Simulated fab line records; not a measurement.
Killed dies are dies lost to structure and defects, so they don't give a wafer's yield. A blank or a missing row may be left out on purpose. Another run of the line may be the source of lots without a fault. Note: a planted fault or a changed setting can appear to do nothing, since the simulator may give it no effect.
Matching of chambers -- flow gf180mcu -- 4 sister chambers for GF_V4_CMP_04 on cmp-02
The step polishes SiO2. 27 wafers are shown with their chamber, then 12 later ones without.

== WAFERS, EACH WITH ITS CHAMBER ==
wafer,chamber,motor-current-A (A),time-to-endpoint-s (s)
L075.3,0,11.3,76
L075.5,3,11.4,85
L075.6,2,11.8,85
L078.1,1,13.5,80
L078.5,1,14.3,88
L078.6,2,12.8,82
L079.1,3,11.0,84
L079.2,2,12.8,72
L079.6,0,12.1,82
L081.1,1,15.0,76
L081.4,2,12.1,82
L081.6,3,10.8,90
L083.1,1,13.9,73
L083.2,0,10.6,78
L083.6,2,12.7,79
L086.1,0,11.8,81
L086.5,0,11.9,91
L086.6,1,14.7,83
L087.2,1,14.2,78
L087.3,0,11.8,78
L087.4,2,12.5,79
L088.2,3,10.5,82
L088.3,2,12.4,72
L088.5,0,10.8,82
L089.2,1,13.8,75
L089.4,0,11.3,83
L089.6,1,14.2,88

SIGNATURES (means of the wafers above)
reading,chamber 0,chamber 1,chamber 2,chamber 3,scatter within a chamber
motor-current-A,11.450,14.200,12.443,10.925,0.466
time-to-endpoint-s,81.38,80.12,78.71,85.25,4.96
Rule: for a wafer and a chamber, the distance is found by dividing, reading by reading, the gap between the wafer's reading and the chamber's mean by the reading's scatter, squaring, summing and taking the root. The wafer belongs to the nearest chamber; if the next one is less than 2 further off, it can't be placed. The scatter: take each reading less its chamber's mean, square it, sum over the shown wafers, divide by the number of wafers less the number of chambers, and take the root.

== WAFERS WHOSE CHAMBER IS MISSING ==
wafer,motor-current-A (A),time-to-endpoint-s (s)
L093.1,11.8,79
L093.5,11.0,84
L093.6,12.4,78
L094.1,11.1,80
L094.3,14.7,84
L094.4,13.2,80
L096.1,10.7,89
L096.4,12.4,79
L096.6,11.4,87
L097.3,10.7,86
L097.4,12.4,82
L097.5,11.6,94

== WHICH CHAMBER EACH ONE RAN IN ==
wafer,from the rows above,in truth
L093.1,can't be placed: 0 or 2 or 3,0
L093.5,can't be placed: 3 or 0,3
L093.6,can't be placed: 2 or 0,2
L094.1,can't be placed: 0 or 3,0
L094.3,1,1
L094.4,can't be placed: 2 or 1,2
L096.1,can't be placed: 3 or 0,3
L096.4,can't be placed: 2 or 0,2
L096.6,can't be placed: 3 or 0 or 2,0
L097.3,can't be placed: 3 or 0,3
L097.4,can't be placed: 2 or 0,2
L097.5,can't be placed: 3 or 0 or 2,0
Placed correctly: 1 of 12. Not placeable from these rows: 11 (in 11, the candidates include the true chamber). Placed wrongly: 0.
